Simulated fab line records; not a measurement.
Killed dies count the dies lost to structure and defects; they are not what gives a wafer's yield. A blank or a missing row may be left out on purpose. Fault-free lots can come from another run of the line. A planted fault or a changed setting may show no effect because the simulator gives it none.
fab line records ; flow gf180mcu ; part 2 of 2: steps 27 to 35 of 35
record: lots: 5; wafers: 15; lastDay: 34
route steps=602 shown V3@445 M4@456 V4@476
lots that met no fault: taken from a fault-free run of the same line
startH: hours from the record's opening day to when the first of the lot's shown wafers began ; waitH: hours from the lot's prior step to this one ; " as in the row above ; L1.1+2: a row that stands for several wafers ; - no value, or no start given ; * or withheld: withheld ; < > ~ a bound
route shown NAME@n: a module of which the file shows steps, and the number in the route of the first ; usual: mean and standard deviation over wafers with no fault ; same: alike in all rows ; chamber/n: place in a boat ; sites: each site's reading ; _std_site: the values' standard deviation ; _edge_site: inner sites' mean taken away from outer sites' mean ; radiusMm: for every site, how far away it sits from the centre of the wafer ; mask NAME#n: copy n ; behind: tool/chamber where the wafer was last shaped ; hold: cause of the lot's hold/its duration in hours/its outcome ; device: transistor that didn't switch, given as n, p or np ; end of line: at the end of the route, the tests of the same wafers ; a step without rows: its recipe alone ; killed: dies lost to structure and defects at the first sort, not the wafer's yield ; map: the dies of a wafer, with x for killed, . for not killed, _ for no die there
set.NAME: setting as actually run; set.NAME@STEP: the setting as run at that earlier step ; model.NAME: the simulator's own value behind a step, which no gauge read
a table for each step, a row for each wafer; lots at some steps of the route
services: when a tool's chamber went out of use (startH, in hours from the record's first day, below 0 if earlier), for how many hours, and the reason
== steps ==
step: GF_M4_OVL_MEAS_15
usual: M4_OVL: 0/5.8
lot.wafer;tool;chamber;startH;waitH;M4_OVL[nm]
L075.1;overlay-02;-;543.10;0.1;-13
L075.2;overlay-02;-;543.10;0.1;-14
L075.3;overlay-02;-;543.10;0.1;-11
L081.4;overlay-01;-;594.43;0.1;6
L081.5;overlay-01;-;594.43;0.1;1
L081.6;overlay-01;-;594.43;0.1;3
L082.1;overlay-02;-;601.47;0.1;5
L082.2;overlay-02;-;601.47;0.1;-3
L082.5;overlay-02;-;601.47;0.1;6
L085.1;overlay-01;-;625.11;0.1;1
L085.2;overlay-01;-;625.11;0.1;-1
L085.5;overlay-01;-;625.11;0.1;-6
L092.3;overlay-01;-;694.66;0.1;5
L092.4;overlay-01;-;694.66;0.1;4
L092.5;overlay-01;-;694.66;0.1;-2
step: GF_M4_METAL_ETCH_16
recipe: chemistry: Cl2/BCl3; maskMaterial: KrF; targetDepthNm: 627.5; stopOn: SiO2; pressureMtorr: 8; icpW: 800; biasW: 140; Cl2_flow_sccm: 80; bcl3FlowSccm: 40; timeS: 104.6
usual: drypumpMotorCurrentA: 5.7/0.79; oesProductAu: 0.972/0.0073; throttleValvePct: 28.250/0.011
lot.wafer;tool;chamber;startH;waitH;drypumpMotorCurrentA;oesProductAu;rfHoursCounterH;throttleValvePct
L075.1;rieMetal-04;1;543.13;0.0;6.6;0.964;4;28.240
L075.2;rieMetal-04;0;543.13;0.0;6.7;0.972;1;28.271
L075.3;rieMetal-04;0;543.13;0.0;6.7;0.975;-;28.244
L081.4;rieMetal-01;0;594.49;0.0;4.7;0.974;-;28.250
L081.5;rieMetal-01;1;594.49;0.0;5.3;0.981;-;28.240
L081.6;rieMetal-01;0;594.49;0.0;4.7;0.976;-;28.232
L082.1;rieMetal-03;1;601.51;0.0;5.8;0.972;4;28.233
L082.2;rieMetal-03;0;601.51;0.0;5.2;0.971;3;28.250
L082.5;rieMetal-03;1;601.51;0.0;5.8;0.970;-;28.249
L085.1;rieMetal-01;0;625.15;0.0;4.6;0.975;11;28.242
L085.2;rieMetal-01;1;625.15;0.0;5.2;0.986;8;28.226
L085.5;rieMetal-01;0;625.15;0.0;4.7;0.975;-;28.239
L092.3;rieMetal-01;0;694.72;0.1;4.7;0.972;-;28.248
L092.4;rieMetal-01;1;694.72;0.1;5.3;0.977;-;28.259
L092.5;rieMetal-01;0;694.72;0.1;4.7;0.971;-;28.246
step: GF_M4_STRIP_17
recipe: chemistry: O2/N2; powerW: 1400; pressureMtorr: 1500; platenTempC: 250; o2FlowSccm: 3000; n2FlowSccm: 300; overashFraction: 0.5
usual: drypumpMotorCurrentA: 5.7/0.34; heaterPowerW: 335/40; o2FlowSccm: 3000/8.7; oesProductAu: 0.558/0.0053; stripTimeToEndpointS: 7.90/0.044
lot.wafer;tool;chamber;startH;waitH;drypumpMotorCurrentA;heaterPowerW;o2FlowSccm;oesProductAu;rfHoursCounterH;stripTimeToEndpointS
L075.1;plasmaAsher-02;1;543.25;0.1;5.8;319;3005;0.568;95;7.92
L075.2;plasmaAsher-02;0;543.25;0.1;5.3;310;3006;0.553;95;7.91
L075.3;plasmaAsher-02;0;543.25;0.1;5.2;319;3010;0.556;-;7.90
L081.4;plasmaAsher-02;0;594.60;0.1;5.2;311;2994;0.555;-;7.96
L081.5;plasmaAsher-02;0;594.60;0.1;5.2;313;3000;0.556;-;7.89
L081.6;plasmaAsher-02;1;594.60;0.1;5.8;328;3020;0.557;-;7.90
L082.1;plasmaAsher-03;1;601.62;0.1;6.6;299;3003;0.562;79;7.83
L082.2;plasmaAsher-03;0;601.62;0.1;5.9;315;3003;0.552;79;7.87
L082.5;plasmaAsher-03;0;601.62;0.1;5.9;315;2995;0.567;-;7.91
L085.1;plasmaAsher-03;1;625.26;0.1;6.6;295;3012;0.554;81;7.90
L085.2;plasmaAsher-03;0;625.26;0.1;5.9;312;2993;0.559;81;7.90
L085.5;plasmaAsher-03;0;625.26;0.1;5.9;306;2997;0.563;-;7.94
L092.3;plasmaAsher-04;0;694.83;0.1;5.7;312;3007;0.556;-;7.90
L092.4;plasmaAsher-04;1;694.83;0.1;5.7;402;2995;0.557;-;7.83
L092.5;plasmaAsher-04;1;694.83;0.1;5.7;402;2993;0.549;-;7.84
step: GF_M4_STRIP_18
recipe: chemistry: postEtchResidueRemover; timeS: 1200; tempC: 72.5
lot.wafer;tool;chamber;startH;waitH
L075.1+2+3;wetBench-04;0;543.35;0.1
L081.4+5+6;wetBench-04;2;594.66;0.0
L082.1+2+5;wetBench-01;0;601.72;0.1
L085.1+2+5;wetBench-03;3;625.36;0.1
L092.3+4+5;wetBench-01;2;694.89;0.0
step: GF_M4_CLEAN_19
recipe: chemistry: DIW; dry: n2Spin
lot.wafer;tool;chamber;startH;waitH
L075.1+2+3;wetBench-01;2;543.69;0.0
L081.4+5+6;wetBench-03;0;595.00;0.0
L082.1+2+5;wetBench-04;0;602.06;0.0
L085.1+2+5;wetBench-01;0;625.70;0.0
L092.3+4+5;wetBench-03;0;695.64;0.0
step: GF_V4_CVD_00
recipe: material: SiO2; targetThkNm: 600; sigmaOpenFrac: 0.3; tempC: 400; timeS: 100; sih4FlowSccm: 60; pressureMtorr: 6
usual: sih4FlowSccm: 60.00/0.19
lot.wafer;tool;chamber;startH;waitH;sih4FlowSccm
L075.1;hdpcvd-01;2;543.78;0.0;60.22
L075.2;hdpcvd-01;0;543.78;0.0;60.55
L075.3;hdpcvd-01;1;543.78;0.0;60.14
L081.4;hdpcvd-01;1;595.13;0.0;59.73
L081.5;hdpcvd-01;0;595.13;0.0;59.95
L081.6;hdpcvd-01;2;595.13;0.0;60.07
L082.1;hdpcvd-01;0;602.15;0.0;60.05
L082.2;hdpcvd-01;1;602.15;0.0;59.91
L082.5;hdpcvd-01;1;602.15;0.0;59.88
L085.1;hdpcvd-02;0;625.80;0.0;59.92
L085.2;hdpcvd-02;2;625.80;0.0;59.93
L085.5;hdpcvd-02;0;625.80;0.0;59.80
L092.3;hdpcvd-01;2;695.74;0.0;59.63
L092.4;hdpcvd-01;0;695.74;0.0;59.96
L092.5;hdpcvd-01;2;695.74;0.0;59.63
step: GF_V4_THK_MEAS_01
recipe: reads: SiO2_of_V4_CVD_00
usual: V4_CVD_00_THK: 600/6.6
lot.wafer;tool;chamber;startH;waitH;V4_CVD_00_THK[nm]
L075.1;filmMetro-01;-;543.85;0.0;599
L075.2;filmMetro-01;-;543.85;0.0;591
L075.3;filmMetro-01;-;543.85;0.0;604
L081.4;filmMetro-03;-;595.20;0.0;606
L081.5;filmMetro-03;-;595.20;0.0;594
L081.6;filmMetro-03;-;595.20;0.0;596
L082.1;filmMetro-01;-;602.23;0.0;598
L082.2;filmMetro-01;-;602.23;0.0;601
L082.5;filmMetro-01;-;602.23;0.0;606
L085.1;filmMetro-01;-;625.87;0.0;591
L085.2;filmMetro-01;-;625.87;0.0;598
L085.5;filmMetro-01;-;625.87;0.0;589
L092.3;filmMetro-03;-;695.83;0.1;600
L092.4;filmMetro-03;-;695.83;0.1;589
L092.5;filmMetro-03;-;695.83;0.1;606
step: GF_V4_CVD_02
recipe: material: SiO2; targetThkNm: 850; precursor: TEOS; tempC: 400; timeS: 94.851; rfW: 600
usual: heaterPowerW: 610/80
lot.wafer;tool;chamber;startH;waitH;heaterPowerW
L075.1;pecvd-04;2;543.91;0.1;580
L075.2;pecvd-04;0;543.91;0.1;600
L075.3;pecvd-04;1;543.91;0.1;707
L081.4;pecvd-03;0;595.26;0.1;698
L081.5;pecvd-03;1;595.26;0.1;762
L081.6;pecvd-03;2;595.26;0.1;591
L082.1;pecvd-01;2;602.29;0.1;491
L082.2;pecvd-01;0;602.29;0.1;640
L082.5;pecvd-01;0;602.29;0.1;683
L085.1;pecvd-04;2;625.93;0.1;580
L085.2;pecvd-04;1;625.93;0.1;702
L085.5;pecvd-04;2;625.93;0.1;649
L092.3;pecvd-01;2;695.87;0.0;518
L092.4;pecvd-01;1;695.87;0.0;615
L092.5;pecvd-01;0;695.87;0.0;635
step: GF_V4_THK_MEAS_03
recipe: reads: SiO2_of_V4_CVD_02
usual: V4_CVD_02_THK: 850/12
lot.wafer;tool;chamber;startH;waitH;V4_CVD_02_THK[nm]
L075.1;filmMetro-02;-;543.98;0.0;835
L075.2;filmMetro-02;-;543.98;0.0;833
L075.3;filmMetro-02;-;543.98;0.0;841
L081.4;filmMetro-02;-;595.33;0.0;869
L081.5;filmMetro-02;-;595.33;0.0;850
L081.6;filmMetro-02;-;595.33;0.0;862
L082.1;filmMetro-02;-;602.35;0.0;844
L082.2;filmMetro-02;-;602.35;0.0;846
L082.5;filmMetro-02;-;602.35;0.0;862
L085.1;filmMetro-01;-;626.00;0.0;826
L085.2;filmMetro-01;-;626.00;0.0;838
L085.5;filmMetro-01;-;626.00;0.0;845
L092.3;filmMetro-01;-;695.96;0.1;841
L092.4;filmMetro-01;-;695.96;0.1;857
L092.5;filmMetro-01;-;695.96;0.1;848
== services ==
tool;chamber;startH;hours;kind
krfScanner-02;-;498.69;0.8;pm
rieDiel-03;-;509.33;14.6;pm
plasmaAsher-03;-;515.06;2.8;pm
pvdSputter-02;-;517.10;1.7;repair
pvdSputter-01;-;519.04;3.0;repair
pvdSputter-01;-;525.80;3.5;repair
pvdSputter-01;-;525.99;3.7;repair
rieDiel-04;-;530.59;2.8;pm
krfScanner-02;-;545.73;1.4;repair
krfScanner-02;-;572.71;1.0;pm
cvdW-02;-;574.59;1.3;repair
rieDiel-04;1;580.13;2.0;repair
krfScanner-02;-;584.24;0.8;repair
pvdSputter-02;-;607.05;1.4;repair
rieDiel-03;3;613.62;12.3;repair
krfScanner-02;-;621.08;0.6;repair
wetBench-01;-;642.52;4.4;pm
pvdSputter-01;-;653.32;5.3;repair
krfScanner-02;-;654.33;1.3;pm
krfScanner-02;-;656.05;0.8;pm
rieDiel-04;1;659.29;30.3;repair
krfScanner-02;-;667.52;0.8;pm
pvdSputter-02;-;682.34;5.0;repair
pvdSputter-02;-;693.85;5.5;repair
